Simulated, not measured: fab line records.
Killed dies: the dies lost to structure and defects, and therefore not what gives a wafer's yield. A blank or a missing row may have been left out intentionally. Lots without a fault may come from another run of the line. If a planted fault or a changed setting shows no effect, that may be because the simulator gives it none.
fab line records    flow sky130
[record] lots = 13  wafers = 39  lastDay = 50
route steps=708 shown POLY_GATE@205 RES_PROTECT@215 LDD_LDN@298 POLY_CUT@319 PAD_OPEN@708
lots that met no fault: from a run of the same line without faults
startH: start of the lot's first displayed wafer, in hours after the record's first day    waitH: how many hours have passed since the lot's step before this one    " the same as in the row above    L1.1+2: several wafers, shown together as one row    - no value present, or no start provided    * or withheld: withheld    < > ~ a bound
route shown NAME@n: names a module that has steps shown in the file, with the first one's number in the route    usual: average and standard deviation across the fault-free wafers    same: alike in all rows    chamber/n: place in a boat    sites: readings site by site    _std_site: standard deviation of those values    _edge_site: inner sites' mean taken away from outer sites' mean    radiusMm: for every site, how far away it sits from the centre of the wafer    mask NAME#n: copy n    behind: the most recent tool/chamber to have shaped the wafer    hold: why the lot was held/for how many hours/how that ended    device: which transistor (n, p or np) failed to switch    end of line: tests run on the same wafers once the route is complete    a step without rows: its recipe alone    killed: at the first sort, the dies lost to defects and structure; wafer yield is something else    map: a wafer's dies, x killed, . not, _ none there
set.NAME: the setting as run; set.NAME@STEP: as run at that earlier step    model.NAME: the simulator's own value behind a step, which no gauge read
steps of the route over a sample of lots; a table a step, a row a wafer
services: a tool's chamber out of use, with start hour (startH, from the record's first day; less than 0 if before it), hours out, and reason
[[steps]]
[step SKY_POLY_GATE_THK_MEAS_01]
[recipe] reads = poly-Si_of_POLY_GATE_CVD_00
[usual] POLY_GATE_CVD_00_THK = 179.9/1.6
lot.wafer  tool          chamber  startH  waitH  POLY_GATE_CVD_00_THK[nm]
L434.2     filmMetro-04  -        332.35  0.0    180.0
L434.3     "             -        "       "      180.3
L434.4     "             -        "       "      179.6
L435.2     filmMetro-04  -        341.09  0.0    179.2
L435.5     "             -        "       "      178.1
L435.6     "             -        "       "      178.5
L436.1     filmMetro-03  -        368.97  0.0    181.3
L436.3     "             -        "       "      180.4
L436.6     "             -        "       "      181.0
L439.1     filmMetro-02  -        377.33  0.0    176.4
L439.2     "             -        "       "      177.6
L439.5     "             -        "       "      179.2
L442.1     filmMetro-03  -        398.60  0.0    180.8
L442.3     "             -        "       "      179.5
L442.4     "             -        "       "      181.5
L443.1     filmMetro-03  -        408.24  0.0    179.0
L443.4     "             -        "       "      179.2
L443.6     "             -        "       "      178.3
L444.2     filmMetro-02  -        419.46  0.0    177.2
L444.5     "             -        "       "      177.1
L444.6     "             -        "       "      178.1
L448.1     filmMetro-02  -        465.66  0.0    180.1
L448.2     "             -        "       "      180.7
L448.4     "             -        "       "      180.5
L449.1     filmMetro-02  -        469.24  0.0    183.2
L449.3     "             -        "       "      181.8
L449.5     "             -        "       "      183.3
L450.3     filmMetro-02  -        472.68  0.0    180.5
L450.4     "             -        "       "      179.7
L450.6     "             -        "       "      179.0
L452.1     filmMetro-03  -        506.50  0.0    178.9
L452.2     "             -        "       "      180.3
L452.4     "             -        "       "      179.4
L454.2     filmMetro-03  -        510.27  0.0    177.9
L454.3     "             -        "       "      177.9
L454.6     "             -        "       "      177.7
L453.1     filmMetro-02  -        512.49  0.0    177.4
L453.2     "             -        "       "      177.2
L453.3     "             -        "       "      178.1
[step SKY_RES_PROTECT_TW_MEAS_08]
[usual] POLY_GATE_TW = 4040/28
lot.wafer  tool          chamber  startH  waitH  POLY_GATE_TW
L434.2     filmMetro-03  -        359.80  0.1    4005
L434.3     "             -        "       "      3992
L434.4     "             -        "       "      4002
L435.2     filmMetro-02  -        368.95  0.1    4030
L435.5     "             -        "       "      4031
L435.6     "             -        "       "      4032
L436.1     filmMetro-03  -        395.89  0.1    4025
L436.3     "             -        "       "      4014
L436.6     "             -        "       "      4033
L439.1     filmMetro-03  -        403.18  0.1    4038
L439.2     "             -        "       "      4036
L439.5     "             -        "       "      4041
L442.1     filmMetro-03  -        429.13  0.1    4010
L442.3     "             -        "       "      3998
L442.4     "             -        "       "      4025
L443.1     filmMetro-03  -        439.16  0.1    3978
L443.4     "             -        "       "      3977
L443.6     "             -        "       "      3983
L444.2     filmMetro-01  -        449.82  0.1    4068
L444.5     "             -        "       "      4085
L444.6     "             -        "       "      4061
L448.1     filmMetro-01  -        495.78  0.1    4065
L448.2     "             -        "       "      4061
L448.4     "             -        "       "      4059
L449.1     filmMetro-03  -        499.63  0.1    4030
L449.3     "             -        "       "      4050
L449.5     "             -        "       "      4047
L450.3     filmMetro-02  -        503.11  0.1    4056
L450.4     "             -        "       "      4079
L450.6     "             -        "       "      4082
L452.1     filmMetro-03  -        536.48  0.1    3991
L452.2     "             -        "       "      4008
L452.4     "             -        "       "      4005
L454.2     filmMetro-01  -        540.22  0.1    4060
L454.3     "             -        "       "      4066
L454.6     "             -        "       "      4046
L453.1     filmMetro-02  -        542.73  0.1    4062
L453.2     "             -        "       "      4082
L453.3     "             -        "       "      4087
[step SKY_LDD_LDN_IMPLANT_09]
[recipe] species = As  energyKev = 15  doseCm2 = 1.25e+13  tiltDeg = withheld  rotationDeg = 113
[usual] doseIonsCm2 = 1.2498e+13/1.4e+10  faradayCurrentUA = 70.6/1.4
lot.wafer  tool          chamber  startH  waitH  doseIonsCm2  faradayCurrentUA
L434.2     implanter-04  0        541.14  0.1    1.2507e+13   69.9
L434.3     "             0        "       "      1.2517e+13   69.3
L434.4     "             0        "       "      1.2519e+13   70.0
L435.2     implanter-02  0        579.99  0.1    1.2518e+13   70.8
L435.5     "             0        "       "      1.2514e+13   70.2
L435.6     "             0        "       "      1.2518e+13   70.5
L436.1     implanter-04  0        585.96  0.1    1.2494e+13   72.7
L436.3     "             0        "       "      1.2479e+13   71.1
L436.6     "             0        "       "      1.2521e+13   70.0
L439.1     implanter-04  0        592.72  0.1    1.2503e+13   70.8
L439.2     "             0        "       "      1.2503e+13   71.8
L439.5     "             0        "       "      1.2508e+13   71.9
L442.1     implanter-01  0        613.27  0.1    1.2489e+13   72.6
L442.3     "             0        "       "      1.2476e+13   71.5
L442.4     "             0        "       "      1.2477e+13   70.6
L443.1     implanter-01  0        622.71  0.1    1.0942e+13   63.2
L443.4     "             0        "       "      1.0939e+13   62.4
L443.6     "             0        "       "      1.0969e+13   58.5
L444.2     implanter-01  0        632.29  0.1    1.0944e+13   60.7
L444.5     "             0        "       "      1.0948e+13   63.1
L444.6     "             0        "       "      1.095e+13    62.3
L448.1     implanter-02  0        675.67  0.1    1.2494e+13   70.0
L448.2     "             0        "       "      1.2493e+13   71.3
L448.4     "             0        "       "      1.2486e+13   70.4
L449.1     implanter-02  0        680.72  0.1    1.249e+13    71.1
L449.3     "             0        "       "      1.2505e+13   70.6
L449.5     "             0        "       "      1.2487e+13   69.7
L450.3     implanter-02  0        685.87  0.1    1.2482e+13   71.9
L450.4     "             0        "       "      1.2487e+13   69.0
L450.6     "             0        "       "      1.248e+13    69.5
L452.1     implanter-01  0        716.57  0.1    1.2516e+13   70.4
L452.2     "             0        "       "      1.2496e+13   70.5
L452.4     "             0        "       "      1.2499e+13   70.7
L454.2     implanter-01  0        717.20  0.1    1.2492e+13   72.5
L454.3     "             0        "       "      1.2499e+13   71.7
L454.6     "             0        "       "      1.2498e+13   72.4
L453.1     implanter-04  0        722.57  0.1    1.2497e+13   71.3
L453.2     "             0        "       "      1.2503e+13   70.6
L453.3     "             0        "       "      1.2506e+13   70.7
[step SKY_POLY_CUT_STRIP_12]
[recipe] chemistry = O2/N2  powerW = 1400  pressureMtorr = 1500  platenTempC = withheld  o2FlowSccm = 3000  n2FlowSccm = 300  overashFraction = 0.5
[usual] drypumpMotorCurrentA = 5.5/0.51  oesProductAu = 0.453/0.0046  stripTimeToEndpointS = 5.362/0.019
[same] overashFraction = 0.5
lot.wafer  tool            chamber  startH  waitH  drypumpMotorCurrentA  oesProductAu  rfHoursCounterH  stripTimeToEndpointS
L434.2     plasmaAsher-04  1        575.12  0.0    6.0                   0.466         90               5.372
L434.3     "               0        "       "      6.1                   0.452         -                5.349
L434.4     "               1        "       "      6.0                   0.454         -                5.364
L435.2     plasmaAsher-04  1        611.56  0.0    6.0                   0.453         94               5.378
L435.5     "               0        "       "      6.1                   0.462         -                5.381
L435.6     "               1        "       "      6.0                   0.450         -                5.377
L436.1     plasmaAsher-01  1        617.21  0.0    5.3                   0.452         19               5.360
L436.3     "               1        "       "      5.3                   0.459         -                5.366
L436.6     "               1        "       "      5.3                   0.457         -                5.362
L439.1     plasmaAsher-02  1        624.92  0.0    5.6                   0.452         51               5.382
L439.2     "               0        "       "      5.0                   0.454         51               5.397
L439.5     "               0        "       "      5.0                   0.458         -                5.381
L442.1     plasmaAsher-01  0        644.55  0.0    4.8                   0.451         21               5.385
L442.3     "               1        "       "      5.3                   0.452         -                5.357
L442.4     "               0        "       "      4.8                   0.450         -                5.374
L443.1     plasmaAsher-04  1        653.86  0.0    6.0                   0.452         98               5.372
L443.4     "               1        "       "      6.0                   0.455         -                5.364
L443.6     "               1        "       "      6.0                   0.454         -                5.378
L444.2     plasmaAsher-02  0        663.22  0.0    5.0                   0.448         55               5.343
L444.5     "               0        "       "      4.9                   0.454         -                5.354
L444.6     "               1        "       "      5.6                   0.454         -                5.341
L448.1     plasmaAsher-01  1        706.55  0.0    5.3                   0.460         28               5.349
L448.2     "               0        "       "      4.8                   0.447         28               5.352
L448.4     "               1        "       "      5.3                   0.455         -                5.346
L449.1     plasmaAsher-04  0        711.21  0.0    6.1                   0.455         103              5.368
L449.3     "               0        "       "      6.1                   0.445         -                5.366
L449.5     "               0        "       "      6.1                   0.455         -                5.368
L450.3     plasmaAsher-04  0        716.33  0.1    6.1                   0.453         -                5.370
L450.4     "               1        "       "      6.0                   0.454         -                5.371
L450.6     "               1        "       "      6.0                   0.450         -                5.370
L452.1     plasmaAsher-01  0        746.37  0.0    4.8                   0.456         32               5.362
L452.2     "               1        "       "      5.3                   0.450         32               5.347
L452.4     "               1        "       "      5.3                   0.455         -                5.368
L454.2     plasmaAsher-04  0        747.97  0.0    6.1                   0.450         0                5.339
L454.3     "               0        "       "      6.1                   0.448         -                5.340
L454.6     "               0        "       "      6.1                   0.452         -                5.338
L453.1     plasmaAsher-01  1        752.92  0.0    5.3                   0.460         33               5.372
L453.2     "               0        "       "      4.8                   0.457         33               5.369
L453.3     "               0        "       "      4.8                   0.448         -                5.365
[step SKY_PAD_OPEN_PROBE_99]
[usual] killed_at_M0_to_M3 = 44/7  killed_at_M4_up = 3.0/1.9  killedAtContacts = 24/5.4  killedAtFrontEnd = 15/4.6  killedAtOther = 0.3/0.5  killedDies = 87/10  killedOpen = 47/7  killedShort = 40/6.2
[same] grossDies = 492  killedAtBackSide = 0
lot.wafer  tool       chamber  startH   waitH  killed_at_M0_to_M3  killed_at_M4_up  killedAtContacts  killedAtFrontEnd  killedAtOther  killedDies  killedOpen  killedShort
L435.2     prober-02  -        1109.06  0.1    48                  1                11                17                0              77          43          34
L435.5     prober-02  -        1109.21  0.2    37                  2                14                17                0              70          42          28
L435.6     prober-02  -        1109.26  0.2    49                  4                18                13                0              84          43          41
L436.1     prober-01  -        1115.03  0.1    28                  2                17                20                0              67          34          33
L436.3     prober-01  -        1115.13  0.2    46                  6                27                23                0              102         64          38
L436.6     prober-01  -        1115.28  0.2    37                  2                24                19                0              82          45          37
L443.1     prober-02  -        1140.65  0.1    43                  2                22                12                1              80          48          32
L443.4     prober-02  -        1140.80  0.2    46                  7                22                17                0              92          59          33
L443.6     prober-02  -        1140.90  0.2    35                  2                33                23                0              93          57          36
L448.1     prober-02  -        1174.84  0.1    34                  1                24                14                0              73          40          33
L448.2     prober-02  -        1174.89  0.1    38                  2                20                13                0              73          42          31
L448.4     prober-02  -        1174.99  0.2    39                  1                27                13                0              80          41          39
L450.3     prober-02  -        1180.40  0.2    46                  3                25                22                0              96          53          43
L450.4     prober-02  -        1180.45  0.2    50                  4                19                10                0              83          46          37
L450.6     prober-02  -        1180.55  0.2    45                  2                29                17                0              93          60          33
L452.1     prober-01  -        1198.31  0.1    39                  2                20                20                0              81          42          39
L452.2     prober-01  -        1198.36  0.1    40                  2                20                20                0              82          44          38
L452.4     prober-01  -        1198.46  0.2    45                  4                20                12                0              81          43          38
// killed by level:class
L435.2 VIA1:geometricParticle:open=10 VIA3:geometricParticle:open=8 VIA2:geometricParticle:open=7 METAL1:geometricParticle:short=7 POLY_GATE:geometricParticle:open=5 CONTACT:geometricParticle:open=5 FIELD_ISO:geometricParticle:open=4 VIA1:geometricParticle:short=4
L435.5 VIA1:geometricParticle:open=13 CONTACT:geometricParticle:open=6 VIA3:geometricParticle:open=6 FIELD_ISO:geometricParticle:short=4 METAL2:geometricParticle:short=4 VIA2:geometricParticle:open=4 POLY_GATE:geometricParticle:open=3 LI_CONTACT:geometricParticle:short=3
L435.6 VIA3:geometricParticle:open=10 VIA2:geometricParticle:open=8 LI_CONTACT:geometricParticle:open=6 METAL2:geometricParticle:short=6 METAL1:geometricParticle:short=5 CONTACT:geometricParticle:open=5 VIA1:geometricParticle:open=5 VIA2:geometricParticle:short=5
L436.1 LOCAL_INTERCONNECT:geometricParticle:short=6 VIA3:geometricParticle:open=6 POLY_GATE:geometricParticle:short=5 VIA1:geometricParticle:open=5 VIA2:geometricParticle:open=5 FIELD_ISO:geometricParticle:short=4 CONTACT:geometricParticle:open=4 FIELD_ISO:geometricParticle:open=3
L436.3 FIELD_ISO:geometricParticle:open=11 LI_CONTACT:geometricParticle:open=10 CONTACT:geometricParticle:open=9 VIA3:geometricParticle:open=7 VIA1:geometricParticle:short=6 POLY_GATE:geometricParticle:open=6 VIA2:geometricParticle:open=6 CONTACT:geometricParticle:short=5
L436.6 VIA1:geometricParticle:open=8 LI_CONTACT:geometricParticle:open=7 CONTACT:geometricParticle:open=7 CONTACT:geometricParticle:short=7 POLY_GATE:geometricParticle:open=6 METAL2:geometricParticle:short=6 VIA3:geometricParticle:open=5 FIELD_ISO:geometricParticle:open=3
L443.1 VIA1:geometricParticle:open=14 CONTACT:geometricParticle:open=8 VIA2:geometricParticle:open=8 LI_CONTACT:geometricParticle:open=5 LI_CONTACT:geometricParticle:short=4 METAL1:geometricParticle:short=4 VIA3:geometricParticle:open=4 METAL2:geometricParticle:short=3
L443.4 CONTACT:geometricParticle:open=12 VIA3:geometricParticle:open=11 VIA1:geometricParticle:open=9 VIA2:geometricParticle:open=8 LI_CONTACT:geometricParticle:open=7 METAL4:geometricParticle:short=6 FIELD_ISO:geometricParticle:short=5 VIA2:geometricParticle:short=5
L443.6 VIA1:geometricParticle:open=10 POLY_GATE:geometricParticle:open=8 CONTACT:geometricParticle:open=8 CONTACT:geometricParticle:short=8 LI_CONTACT:geometricParticle:open=7 FIELD_ISO:geometricParticle:open=5 VIA2:geometricParticle:open=5 VIA3:geometricParticle:open=5
L448.1 VIA1:geometricParticle:open=12 LI_CONTACT:geometricParticle:open=8 METAL2:geometricParticle:short=7 CONTACT:geometricParticle:open=5 LOCAL_INTERCONNECT:geometricParticle:short=5 VIA2:geometricParticle:open=5 FIELD_ISO:geometricParticle:open=4 LI_CONTACT:geometricParticle:short=4
L448.2 CONTACT:geometricParticle:open=12 METAL2:geometricParticle:short=8 VIA1:geometricParticle:open=7 FIELD_ISO:geometricParticle:open=6 METAL1:geometricParticle:short=6 FIELD_ISO:geometricParticle:short=3 LI_CONTACT:geometricParticle:open=3 METAL1:geometricParticle:open=3
L448.4 VIA1:geometricParticle:open=10 CONTACT:geometricParticle:open=9 CONTACT:geometricParticle:short=8 VIA2:geometricParticle:open=5 POLY_GATE:geometricParticle:short=4 LI_CONTACT:geometricParticle:open=4 LOCAL_INTERCONNECT:geometricParticle:short=4 VIA1:geometricParticle:short=4
L450.3 VIA1:geometricParticle:open=14 LI_CONTACT:geometricParticle:open=12 CONTACT:geometricParticle:open=7 FIELD_ISO:geometricParticle:short=5 METAL1:geometricParticle:short=5 VIA2:geometricParticle:short=5 VIA2:geometricParticle:open=5 FIELD_ISO:geometricParticle:open=4
L450.4 VIA1:geometricParticle:open=14 METAL2:geometricParticle:short=9 CONTACT:geometricParticle:open=7 VIA2:geometricParticle:open=7 METAL1:geometricParticle:short=5 VIA3:geometricParticle:open=5 LI_CONTACT:geometricParticle:open=4 LOCAL_INTERCONNECT:geometricParticle:short=3
L450.6 VIA1:geometricParticle:open=18 LI_CONTACT:geometricParticle:open=10 CONTACT:geometricParticle:open=9 METAL2:geometricParticle:short=8 VIA3:geometricParticle:open=7 FIELD_ISO:geometricParticle:short=5 FIELD_ISO:geometricParticle:open=4 LI_CONTACT:geometricParticle:short=4
L452.1 LI_CONTACT:geometricParticle:open=7 VIA1:geometricParticle:open=7 POLY_GATE:geometricParticle:short=6 CONTACT:geometricParticle:open=6 VIA2:geometricParticle:open=6 VIA3:geometricParticle:short=5 POLY_GATE:geometricParticle:open=4 METAL2:geometricParticle:short=4
L452.2 VIA1:geometricParticle:open=7 VIA3:geometricParticle:open=6 CONTACT:geometricParticle:open=6 FIELD_ISO:geometricParticle:short=5 POLY_GATE:geometricParticle:open=5 LI_CONTACT:geometricParticle:open=5 METAL1:geometricParticle:short=5 METAL2:geometricParticle:short=5
L452.4 VIA2:geometricParticle:open=11 VIA1:geometricParticle:open=9 METAL2:geometricParticle:short=8 CONTACT:geometricParticle:open=7 METAL1:geometricParticle:short=6 VIA3:geometricParticle:open=5 FIELD_ISO:geometricParticle:short=4 LOCAL_INTERCONNECT:geometricParticle:short=4
[[services]]
tool            chamber  startH  hours  kind
implanter-04    -        542.72  5.9    pm
plasmaAsher-01  -        557.33  1.6    repair
plasmaAsher-02  -        595.70  1.3    repair
implanter-04    -        633.61  85.5   pm
implanter-02    -        638.65  0.9    repair
plasmaAsher-04  -        644.00  2.8    pm
implanter-02    -        716.81  0.5    repair
implanter-01    -        722.66  2.5    repair
implanter-02    -        725.87  3.5    pm
plasmaAsher-04  -        733.75  9.0    pm
plasmaAsher-04  0        733.75  9.0    ventCycle
plasmaAsher-04  1        733.75  9.0    ventCycle
plasmaAsher-04  0        742.75  -      clean
plasmaAsher-04  1        742.75  -      clean
implanter-04    -        751.24  1.5    repair
plasmaAsher-02  -        751.82  0.6    repair
[[key]]
[firstSign] step = SKY_LDD_LDN_IMPLANT_09  reading = doseIonsCm2  direction = down  sigmas = 99+  usual = *  struck = *
[effect] step = SKY_LDD_LDN_IMPLANT_09  reading = faradayCurrentUA  direction = down  sigmas = 6.3  usual = 70.6  struck = 61.7
metAt SKY_LDD_LDN_IMPLANT_09
struckLots L443,L444
testerLeftOut L443,L444
notActingAt SKY_POLY_GATE_THK_MEAS_01,SKY_RES_PROTECT_TW_MEAS_08,SKY_POLY_CUT_STRIP_12
onsetBetween 613.27 622.71
[fault] kind = processParameterDrift  tool = implanter-01  chamber = -  onsetH = 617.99  steps = SKY_LDD_LDN_IMPLANT_09  channel = doseCm2  offset = *  shape = step  endH = 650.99  actsIn = *  stated = *
// testerLeftOut: of these lots the tester's yield and bins aren't shown, on N5 and GAA mostly nor the transistor test; their killed dies are dies lost to structure and defects alone, not to doping, threshold or leakage, so they don't give the yield
